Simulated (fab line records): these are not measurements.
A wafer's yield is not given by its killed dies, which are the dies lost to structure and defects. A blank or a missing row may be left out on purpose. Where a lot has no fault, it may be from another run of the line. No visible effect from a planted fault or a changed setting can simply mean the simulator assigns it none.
Which tool was responsible? ; flow sky130 ; 11 lots, 33 wafers sampled, at 4 steps of a route of 708

## WHAT EACH GAUGE READ, for each wafer
SKY_VIA1_OVL_MEAS_13.
lot;measured;on;VIA1_OVL (nm)
L827;day 35 07:53;overlay-01;-10 -2 -6
L826;day 35 09:33;overlay-02;0 2 4
L828;day 35 12:23;overlay-01;-2 0 -7
L830;day 35 23:15;overlay-01;-4 -5 2
L831;day 36 08:55;overlay-02;-4 7 6
L836;day 37 18:15;overlay-02;2 1 -1
L837;day 37 23:40;overlay-01;30 32 31
L841;day 38 20:19;overlay-01;34 40 35
L844;day 39 18:25;overlay-02;10 13 6
L845;day 40 02:29;overlay-02;-5 8 0
L847;day 40 22:32;overlay-02;7 5 -9

## WHAT TOOL EACH LOT RAN ON (gives the tool, then ch and the chambers of the sampled wafers, and finally the start)
lot;SKY_METAL1_DESCUM_17;SKY_METAL1_METAL_ETCH_19;SKY_VIA1_EXPOSE_09
L827;rieMetal-02 ch 0,1, day 34 04:00;rieMetal-02 ch 0,1, day 34 04:05;krfScanner-02 ch 0, day 34 17:52
L826;rieMetal-01 ch 1, day 34 06:04;rieMetal-01 ch 1, day 34 06:10;krfScanner-02 ch 0, day 34 20:14
L828;rieMetal-04 ch 0,1, day 34 08:05;rieMetal-04 ch 0,1, day 34 08:11;krfScanner-01 ch 0, day 34 22:29
L830;rieMetal-02 ch 0,1, day 34 19:15;rieMetal-02 ch 0,1, day 34 19:20;krfScanner-01 ch 0, day 35 10:47
L831;rieMetal-01 ch 1, day 35 04:51;rieMetal-01 ch 1, day 35 04:56;krfScanner-02 ch 0, day 35 18:38
L836;rieMetal-01 ch 1, day 36 13:48;rieMetal-01 ch 1, day 36 13:59;krfScanner-02 ch 0, day 37 04:29
L837;rieMetal-02 ch 0,1, day 36 18:55;rieMetal-02 ch 0,1, day 36 19:03;krfScanner-02 ch 0, day 37 10:20
L841;rieMetal-02 ch 0, day 37 17:28;rieMetal-02 ch 0, day 37 17:34;krfScanner-02 ch 0, day 38 07:17
L844;rieMetal-01 ch 0,1, day 38 16:38;rieMetal-01 ch 0,1, day 38 16:44;krfScanner-01 ch 0, day 39 05:10
L845;rieMetal-01 ch 0,1, day 38 23:21;rieMetal-01 ch 0,1, day 38 23:26;krfScanner-01 ch 0, day 39 13:00
L847;rieMetal-04 ch 0,1, day 39 20:16;rieMetal-04 ch 0,1, day 39 20:22;krfScanner-01 ch 0, day 40 09:33
- SKY_METAL1_DESCUM_17: chemistry O2, time 8 s.
- SKY_METAL1_METAL_ETCH_19: etches the open film in Cl2/BCl3, stops on SiO2, target depth 360 nm, time 78 s.
- SKY_VIA1_EXPOSE_09: exposes mask VIM, target cd 150 nm.

## THE ANSWER, worked out from the rows above alone
Rule: usual is defined by the lots themselves. Put in order of their means at a reading, lots are off if they are a third of the lots or fewer, leave a main group of 4 or more, and stand apart from it by a gap of 3 or more times the standard deviation of the main group's means; of several such gaps the widest counts. A main group whose means are all the same, to the digits that the tables above print for the reading, isn't used. Also off: a lot with no number at a reading for which 4 or more lots have one. Any other lot the step has rows for is counted as sound.
Off: L837, L841, seen at SKY_VIA1_OVL_MEAS_13 (VIA1_OVL). The main group has a mean of 1 nm with a standard deviation of 4.2.
A tool fits if, at a process step before that reading, it ran every lot that is off, and no sound lot after the first of them. Gauges at SKY_VIA1_OVL_MEAS_13: tried the same way as those tools. Can't be told from this: 3 tools fit, rieMetal-02 at SKY_METAL1_DESCUM_17 and SKY_METAL1_METAL_ETCH_19, krfScanner-02 at SKY_VIA1_EXPOSE_09, overlay-01 at SKY_VIA1_OVL_MEAS_13.

## WHAT HAD BEEN PUT IN BY THE SIMULATOR
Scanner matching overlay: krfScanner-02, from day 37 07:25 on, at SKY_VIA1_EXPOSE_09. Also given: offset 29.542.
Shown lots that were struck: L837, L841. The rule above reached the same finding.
